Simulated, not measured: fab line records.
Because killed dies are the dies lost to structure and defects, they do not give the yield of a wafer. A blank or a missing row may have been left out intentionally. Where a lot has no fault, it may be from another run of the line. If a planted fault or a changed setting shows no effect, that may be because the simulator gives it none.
A sampling plan put to the test ; flow sky130 ; one line in one fab, 45 faults in these records, each fault weighed on the records of the lots it struck
Plan = the line's own looks (route steps where a gauge or an inspection reads the wafer without altering it). A look is open to judgement when struck wafers have a number at it and the file gives its usual mean and standard deviation on fault-free wafers. Caught: a look later than the fault's first step finds the struck wafers' mean 4 or more of those standard deviations (sigma) from the usual mean. On the tool: the fault's steps, tested the same way using the tool's own readings. Also counted as caught: the struck wafers showing another recipe, or a record that is empty for them alone.

THE FAULTS, as the simulator had put them in
1. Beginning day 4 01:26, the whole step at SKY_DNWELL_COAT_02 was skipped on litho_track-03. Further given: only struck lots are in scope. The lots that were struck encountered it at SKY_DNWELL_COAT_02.
2. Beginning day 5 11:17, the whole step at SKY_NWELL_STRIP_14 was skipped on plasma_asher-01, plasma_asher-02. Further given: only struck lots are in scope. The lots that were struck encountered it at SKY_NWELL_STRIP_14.
3. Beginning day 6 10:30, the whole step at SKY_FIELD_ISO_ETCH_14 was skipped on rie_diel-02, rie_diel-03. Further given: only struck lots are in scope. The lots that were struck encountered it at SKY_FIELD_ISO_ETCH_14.
4. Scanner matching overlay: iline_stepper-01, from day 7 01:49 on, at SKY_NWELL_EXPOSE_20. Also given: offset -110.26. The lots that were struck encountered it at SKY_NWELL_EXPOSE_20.
5. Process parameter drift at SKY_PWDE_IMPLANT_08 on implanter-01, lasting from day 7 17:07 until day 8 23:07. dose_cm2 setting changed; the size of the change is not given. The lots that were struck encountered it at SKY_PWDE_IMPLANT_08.
6. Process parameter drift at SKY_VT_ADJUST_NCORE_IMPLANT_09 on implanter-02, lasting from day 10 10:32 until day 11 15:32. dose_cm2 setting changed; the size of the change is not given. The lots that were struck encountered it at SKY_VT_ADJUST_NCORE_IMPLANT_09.
7. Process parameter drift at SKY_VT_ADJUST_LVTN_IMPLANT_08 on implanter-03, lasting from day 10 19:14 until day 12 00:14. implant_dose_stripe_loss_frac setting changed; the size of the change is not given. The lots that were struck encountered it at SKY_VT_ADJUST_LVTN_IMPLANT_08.
8. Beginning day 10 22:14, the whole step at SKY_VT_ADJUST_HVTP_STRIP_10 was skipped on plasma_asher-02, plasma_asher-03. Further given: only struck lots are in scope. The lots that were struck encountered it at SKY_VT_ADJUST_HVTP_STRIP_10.
9. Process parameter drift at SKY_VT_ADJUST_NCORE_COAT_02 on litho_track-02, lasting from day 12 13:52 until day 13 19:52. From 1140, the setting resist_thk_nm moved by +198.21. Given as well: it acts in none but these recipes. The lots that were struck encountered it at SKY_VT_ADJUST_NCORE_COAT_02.
10. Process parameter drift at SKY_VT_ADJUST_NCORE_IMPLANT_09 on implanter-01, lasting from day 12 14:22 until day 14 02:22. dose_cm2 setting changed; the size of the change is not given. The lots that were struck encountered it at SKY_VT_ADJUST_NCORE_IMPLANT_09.
11. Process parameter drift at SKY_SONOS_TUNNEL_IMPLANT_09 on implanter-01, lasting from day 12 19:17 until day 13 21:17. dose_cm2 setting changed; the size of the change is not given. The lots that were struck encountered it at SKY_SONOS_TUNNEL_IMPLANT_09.
12. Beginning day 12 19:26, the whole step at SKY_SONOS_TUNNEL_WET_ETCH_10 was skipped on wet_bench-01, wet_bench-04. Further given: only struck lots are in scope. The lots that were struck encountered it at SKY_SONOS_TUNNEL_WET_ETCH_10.
13. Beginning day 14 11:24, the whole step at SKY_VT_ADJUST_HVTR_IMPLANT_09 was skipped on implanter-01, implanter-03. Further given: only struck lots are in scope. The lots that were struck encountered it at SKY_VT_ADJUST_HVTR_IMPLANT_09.
14. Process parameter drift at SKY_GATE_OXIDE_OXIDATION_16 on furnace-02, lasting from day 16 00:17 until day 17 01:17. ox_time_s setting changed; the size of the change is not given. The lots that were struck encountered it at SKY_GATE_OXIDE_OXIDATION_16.
15. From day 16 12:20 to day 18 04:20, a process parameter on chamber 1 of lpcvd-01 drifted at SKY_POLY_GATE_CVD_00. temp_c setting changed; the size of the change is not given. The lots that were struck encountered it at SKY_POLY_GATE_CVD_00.
16. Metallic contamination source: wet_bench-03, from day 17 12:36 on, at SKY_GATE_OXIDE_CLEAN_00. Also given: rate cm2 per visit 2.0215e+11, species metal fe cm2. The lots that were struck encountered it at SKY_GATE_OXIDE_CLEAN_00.
17. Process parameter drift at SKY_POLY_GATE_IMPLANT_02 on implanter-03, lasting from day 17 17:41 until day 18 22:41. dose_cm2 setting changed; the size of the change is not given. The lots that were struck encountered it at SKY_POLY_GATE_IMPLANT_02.
18. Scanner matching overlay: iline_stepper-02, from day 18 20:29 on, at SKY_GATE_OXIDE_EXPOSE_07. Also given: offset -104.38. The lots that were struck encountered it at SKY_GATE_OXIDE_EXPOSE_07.
19. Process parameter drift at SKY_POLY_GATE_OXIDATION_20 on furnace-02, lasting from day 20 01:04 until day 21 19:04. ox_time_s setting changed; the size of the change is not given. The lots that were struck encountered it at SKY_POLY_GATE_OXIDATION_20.
20. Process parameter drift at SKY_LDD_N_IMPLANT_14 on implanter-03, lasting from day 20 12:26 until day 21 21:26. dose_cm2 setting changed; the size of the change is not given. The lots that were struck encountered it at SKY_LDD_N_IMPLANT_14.
21. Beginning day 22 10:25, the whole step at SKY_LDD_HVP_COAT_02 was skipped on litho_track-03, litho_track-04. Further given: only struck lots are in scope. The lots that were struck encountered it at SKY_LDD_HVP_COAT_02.
22. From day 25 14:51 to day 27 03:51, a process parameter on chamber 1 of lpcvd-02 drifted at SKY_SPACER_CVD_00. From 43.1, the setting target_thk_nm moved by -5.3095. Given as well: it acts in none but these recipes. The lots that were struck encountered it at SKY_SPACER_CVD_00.
23. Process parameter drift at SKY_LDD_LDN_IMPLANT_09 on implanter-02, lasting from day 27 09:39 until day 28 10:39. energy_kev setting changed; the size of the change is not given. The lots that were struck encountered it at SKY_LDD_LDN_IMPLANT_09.
24. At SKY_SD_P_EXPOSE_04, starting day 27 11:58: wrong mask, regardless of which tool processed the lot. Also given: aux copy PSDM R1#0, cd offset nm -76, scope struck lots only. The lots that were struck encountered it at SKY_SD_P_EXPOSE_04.
25. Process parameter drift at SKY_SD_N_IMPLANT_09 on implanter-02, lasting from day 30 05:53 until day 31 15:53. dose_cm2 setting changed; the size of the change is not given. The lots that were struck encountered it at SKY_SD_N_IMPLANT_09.
26. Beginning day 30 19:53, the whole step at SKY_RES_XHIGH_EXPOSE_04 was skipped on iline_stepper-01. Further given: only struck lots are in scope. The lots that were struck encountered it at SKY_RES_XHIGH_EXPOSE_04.
27. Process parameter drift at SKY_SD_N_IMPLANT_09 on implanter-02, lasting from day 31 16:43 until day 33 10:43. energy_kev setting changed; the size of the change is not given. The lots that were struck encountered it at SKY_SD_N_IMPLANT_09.
28. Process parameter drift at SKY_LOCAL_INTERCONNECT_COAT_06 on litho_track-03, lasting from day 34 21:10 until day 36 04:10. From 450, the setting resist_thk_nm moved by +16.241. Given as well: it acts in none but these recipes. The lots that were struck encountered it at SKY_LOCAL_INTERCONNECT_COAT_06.
29. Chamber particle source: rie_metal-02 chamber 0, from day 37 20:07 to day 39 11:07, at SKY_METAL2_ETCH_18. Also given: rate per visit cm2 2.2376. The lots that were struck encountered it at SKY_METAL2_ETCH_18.
30. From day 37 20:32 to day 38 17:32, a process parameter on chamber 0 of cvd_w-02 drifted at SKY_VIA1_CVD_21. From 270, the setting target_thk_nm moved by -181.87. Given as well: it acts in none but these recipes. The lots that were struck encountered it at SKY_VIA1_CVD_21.
31. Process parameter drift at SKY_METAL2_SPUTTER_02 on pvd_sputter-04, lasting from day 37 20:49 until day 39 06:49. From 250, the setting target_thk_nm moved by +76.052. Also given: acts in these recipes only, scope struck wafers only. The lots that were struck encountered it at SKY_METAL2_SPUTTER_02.
32. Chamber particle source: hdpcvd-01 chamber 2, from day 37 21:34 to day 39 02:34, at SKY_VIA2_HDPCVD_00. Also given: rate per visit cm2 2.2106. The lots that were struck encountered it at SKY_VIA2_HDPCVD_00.
33. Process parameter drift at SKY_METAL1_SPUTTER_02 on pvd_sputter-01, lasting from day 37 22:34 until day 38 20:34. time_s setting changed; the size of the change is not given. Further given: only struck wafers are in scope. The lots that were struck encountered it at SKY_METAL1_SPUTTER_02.
34. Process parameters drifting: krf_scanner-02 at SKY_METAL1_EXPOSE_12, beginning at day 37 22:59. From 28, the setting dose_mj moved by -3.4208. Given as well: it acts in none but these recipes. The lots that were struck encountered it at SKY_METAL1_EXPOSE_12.
35. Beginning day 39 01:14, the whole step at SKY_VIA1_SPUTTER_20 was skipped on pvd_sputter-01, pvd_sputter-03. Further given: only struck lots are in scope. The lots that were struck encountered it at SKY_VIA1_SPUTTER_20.
36. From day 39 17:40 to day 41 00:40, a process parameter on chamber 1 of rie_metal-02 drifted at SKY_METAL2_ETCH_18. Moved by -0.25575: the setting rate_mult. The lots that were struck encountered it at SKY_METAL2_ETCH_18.
37. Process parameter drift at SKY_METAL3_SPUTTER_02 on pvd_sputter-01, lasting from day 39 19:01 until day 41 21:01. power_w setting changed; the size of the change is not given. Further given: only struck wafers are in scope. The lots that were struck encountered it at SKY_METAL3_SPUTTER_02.
38. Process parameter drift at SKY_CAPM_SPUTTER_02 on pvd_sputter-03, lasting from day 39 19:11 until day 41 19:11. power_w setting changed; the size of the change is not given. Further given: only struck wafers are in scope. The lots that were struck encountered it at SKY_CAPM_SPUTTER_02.
39. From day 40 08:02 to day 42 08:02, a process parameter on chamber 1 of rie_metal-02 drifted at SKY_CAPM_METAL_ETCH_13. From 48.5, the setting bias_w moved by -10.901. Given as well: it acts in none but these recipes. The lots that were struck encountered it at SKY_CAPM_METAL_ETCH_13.
40. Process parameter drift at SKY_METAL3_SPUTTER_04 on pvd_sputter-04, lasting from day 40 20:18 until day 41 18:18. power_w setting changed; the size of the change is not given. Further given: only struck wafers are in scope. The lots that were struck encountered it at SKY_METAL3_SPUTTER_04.
41. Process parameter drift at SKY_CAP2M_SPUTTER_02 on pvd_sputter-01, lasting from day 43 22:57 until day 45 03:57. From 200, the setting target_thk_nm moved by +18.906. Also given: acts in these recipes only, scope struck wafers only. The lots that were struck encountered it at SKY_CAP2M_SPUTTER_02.
42. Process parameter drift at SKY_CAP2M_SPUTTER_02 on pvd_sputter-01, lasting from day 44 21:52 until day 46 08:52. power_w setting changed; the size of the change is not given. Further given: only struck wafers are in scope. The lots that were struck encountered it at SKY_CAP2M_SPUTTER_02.
43. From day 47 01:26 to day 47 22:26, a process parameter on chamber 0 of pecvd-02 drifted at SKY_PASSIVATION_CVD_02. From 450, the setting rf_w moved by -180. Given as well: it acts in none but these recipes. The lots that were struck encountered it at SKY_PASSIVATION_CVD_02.
44. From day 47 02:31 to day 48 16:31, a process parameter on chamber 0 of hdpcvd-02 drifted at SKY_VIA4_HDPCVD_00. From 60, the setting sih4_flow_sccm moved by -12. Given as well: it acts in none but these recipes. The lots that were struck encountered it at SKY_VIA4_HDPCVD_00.
45. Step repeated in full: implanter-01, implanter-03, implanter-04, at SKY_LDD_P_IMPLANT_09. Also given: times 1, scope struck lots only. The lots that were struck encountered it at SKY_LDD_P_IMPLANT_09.

WHAT THE PLAN SAW
fault;on the tool itself;first look that catches it;reading, sigma;median hours from its first step to that look;hours from the fault's start to the first struck lot there;judged looks passed uncaught
1;the tool's record is blank for the struck wafers;SKY_PWDE_TW_MEAS_10;PWDE_TW +99 or beyond;26.4;29;1
2;the tool's record is blank for the struck wafers;SKY_NWELL_TW_MEAS_26;NWELL_2_TW -99 or beyond;18.7;21;0
3;the tool's record is blank for the struck wafers;not the one look that can be judged after it;-;-;-;1
4;no reading that can be judged;SKY_NWELL_OVL_MEAS_23;NWELL_01_OVL -92;9.9;19;0
5;dose_ions_cm2 -24 sigma;SKY_NWELL_RS_MEAS_31;PWDE_RS +6.9;42.6;46;0
6;dose_ions_cm2 -87 sigma;SKY_VT_ADJUST_NCORE_TW_MEAS_11;VT_ADJUST_NCORE_TW -4.3;0.2;3;0
7;under 2 sigma;SKY_VT_ADJUST_LVTN_TW_MEAS_10;VT_ADJUST_LVTN_TW -4.0;0.2;22;0
8;the tool's record is blank for the struck wafers;SKY_VT_ADJUST_LVTN_TW_MEAS_10;VT_ADJUST_LVTN_TW -99 or beyond;24.6;29;0
9;no reading that can be judged;SKY_VT_ADJUST_NCORE_CD_MEAS_07;cd_nm -6.2;12.9;23;0
10;dose_ions_cm2 +99 or beyond sigma;SKY_VT_ADJUST_NCORE_TW_MEAS_11;VT_ADJUST_NCORE_TW +7.3;0.2;15;0
11;dose_ions_cm2 -99 or beyond sigma;SKY_SONOS_TUNNEL_TW_MEAS_12;SONOS_TUNNEL_TW -20;0.4;3;0
12;the tool's record is blank for the struck wafers;no look after it can be judged;-;-;-;0
13;the tool's record is blank for the struck wafers;SKY_VT_ADJUST_HVTR_TW_MEAS_11;VT_ADJUST_HVTR_TW -99 or beyond;0.2;5;0
14;under 2 sigma;no look after it can be judged;-;-;-;0
15;susceptor_temp_C -68 sigma;SKY_POLY_GATE_THK_MEAS_01;POLY_GATE_CVD_00_THK -41;1.2;19;0
16;no reading that can be judged;none of the 5 looks that can be judged after it;-;-;-;5
17;dose_ions_cm2 -99 or beyond sigma;SKY_RES_PROTECT_TW_MEAS_08;POLY_GATE_TW -8.5;0.2;7;0
18;no reading that can be judged;SKY_GATE_OXIDE_OVL_MEAS_10;GATE_OXIDE_OVL -86;15.2;34;0
19;under 2 sigma;SKY_POLY_GATE_THK_MEAS_21;POLY_GATE_OXIDATION_THK +7.7;1.3;0;0
20;dose_ions_cm2 -99 or beyond sigma;no look after it can be judged;-;-;-;0
21;the tool's record is blank for the struck wafers;no look after it can be judged;-;-;-;0
22;no reading that can be judged;SKY_SPACER_THK_MEAS_01;SPACER_CVD_00_THK -11;1.2;7;0
23;beam_energy_keV +69 sigma;no look after it can be judged;-;-;-;0
24;under 2 sigma;SKY_SD_P_CD_MEAS_07;cd_nm -33;13.7;19;0
25;dose_ions_cm2 +99 or beyond sigma;SKY_SD_N_RS_MEAS_16;SD_N_RS -29;0.7;1;0
26;no reading that can be judged;SKY_RES_XHIGH_TW_MEAS_09;RES_XHIGH_TW -99 or beyond;13.9;21;0
27;beam_energy_keV -99 or beyond sigma;SKY_SD_N_TW_MEAS_12;SD_N_TW -4.0;0.4;11;0
28;no reading that can be judged;not the one look that can be judged after it;-;-;-;1
29;under 2 sigma;not the one look that can be judged after it;-;-;-;1
30;under 2 sigma;SKY_VIA1_RS_MEAS_22;VIA1_W_RS +99 or beyond;0.1;7;0
31;under 2 sigma;SKY_METAL2_RS_MEAS_05;METAL2_ALCU_RS -18;0.1;7;0
32;under 2 sigma;no look after it can be judged;-;-;-;0
33;under 2 sigma;SKY_METAL1_RS_MEAS_05;METAL1_ALCU_RS +8.0;0.1;3;0
34;exposure_dose_mJ_cm2 -99 or beyond sigma;SKY_METAL1_CD_MEAS_15;cd_nm +8.9;13.2;44;0
35;the tool's record is blank for the struck wafers;no look after it can be judged;-;-;-;0
36;under 2 sigma;no look after it can be judged;-;-;-;0
37;cathode_dc_power_W -99 or beyond sigma;not the one look that can be judged after it;-;-;-;1
38;cathode_dc_power_W -99 or beyond sigma;none of the 5 looks that can be judged after it;-;-;-;5
39;bias_w -68 sigma;no look after it can be judged;-;-;-;0
40;cathode_dc_power_W +99 or beyond sigma;no look after it can be judged;-;-;-;0
41;under 2 sigma;SKY_CAP2M_RS_MEAS_03;CAP2M_TIN_RS -6.7;0.1;8;0
42;cathode_dc_power_W -99 or beyond sigma;SKY_CAP2M_RS_MEAS_03;CAP2M_TIN_RS +15;0.1;9;0
43;rf_fwd_power_W -99 or beyond sigma;SKY_PASSIVATION_THK_MEAS_03;PASSIVATION_CVD_02_THK -10;0.2;8;0
44;sih4_flow_sccm -74 sigma;SKY_VIA4_THK_MEAS_01;VIA4_HDPCVD_THK -15;0.2;1;0
45;under 2 sigma;SKY_LDD_P_TW_MEAS_11;LDD_P_TW +27;0.6;-;0
A dash: the fault is not caught, or the number is missing from these records.

Caught at a look: 29 of 45. Caught on the tool: 26 of 45. By one or the other: 39 of 45.
Caught on the tool alone: faults 3, 12, 20, 21, 23, 35, 37, 38, 39, 40.
Caught at a look alone: faults 4, 7, 9, 18, 19, 22, 24, 26, 30, 31, 33, 41, 45.
Caught by neither: faults 14, 16, 28, 29, 32, 36.

THINNER SAMPLING
In the worst case, this is how late the first struck lot would be measured if the look that catches a fault measured only every second or every third lot, by lot number:
fault;struck lots at that look, in order of time;every lot;every second lot;every third lot
1;L766, L767;29 h;34 h;may miss all 2
2;L875, L876, L877;21 h;26 h;34 h
4;L461, L465;19 h;may miss all 2;may miss all 2
5;L415, L417;46 h;may miss all 2;may miss all 2
6;L666, L667, L669;3 h;13 h;may miss all 3
7;L783;22 h;may miss it;may miss it
8;L462, L463;29 h;37 h;may miss all 2
9;L625, L627;23 h;may miss all 2;may miss all 2
10;L820, L821;15 h;23 h;may miss all 2
11;L494, L495, L496;3 h;12 h;20 h
13;L712, L713, L714;5 h;10 h;21 h
15;L813, L814;19 h;24 h;may miss all 2
17;L277, L279;7 h;may miss all 2;may miss all 2
18;L182, L185, L187, L186;34 h;61 h;68 h
19;L403, L404, L406;0 h;2 h;may miss all 3
22;L437, L438, L439;7 h;22 h;23 h
24;L705;19 h;may miss it;may miss it
25;L773, L775, L776;1 h;25 h;may miss all 3
26;L306, L305, L304;21 h;26 h;27 h
27;L165, L164;11 h;13 h;may miss all 2
30;L391, L390;7 h;8 h;may miss all 2
31;L824, L825;7 h;33 h;may miss all 2
33;L209, L210;3 h;5 h;may miss all 2
34;L859, L861;44 h;may miss all 2;may miss all 2
41;L761, L759;8 h;may miss all 2;may miss all 2
42;L662;9 h;may miss it;may miss it
43;L270, L269;8 h;10 h;may miss all 2
44;L396;1 h;may miss it;may miss it
The hour figures run from when the fault began to the first measured lot among those it struck. The limit of 4 sigma was tested on all struck wafers together, so one lot alone may lie under it. Other struck lots may not be in these records.

THE LONGEST TIMED WAY FROM STEP TO LOOK
In fault 5, a median of 42.6 hours elapses between SKY_PWDE_IMPLANT_08 and SKY_NWELL_RS_MEAS_31. No look between them can be judged.
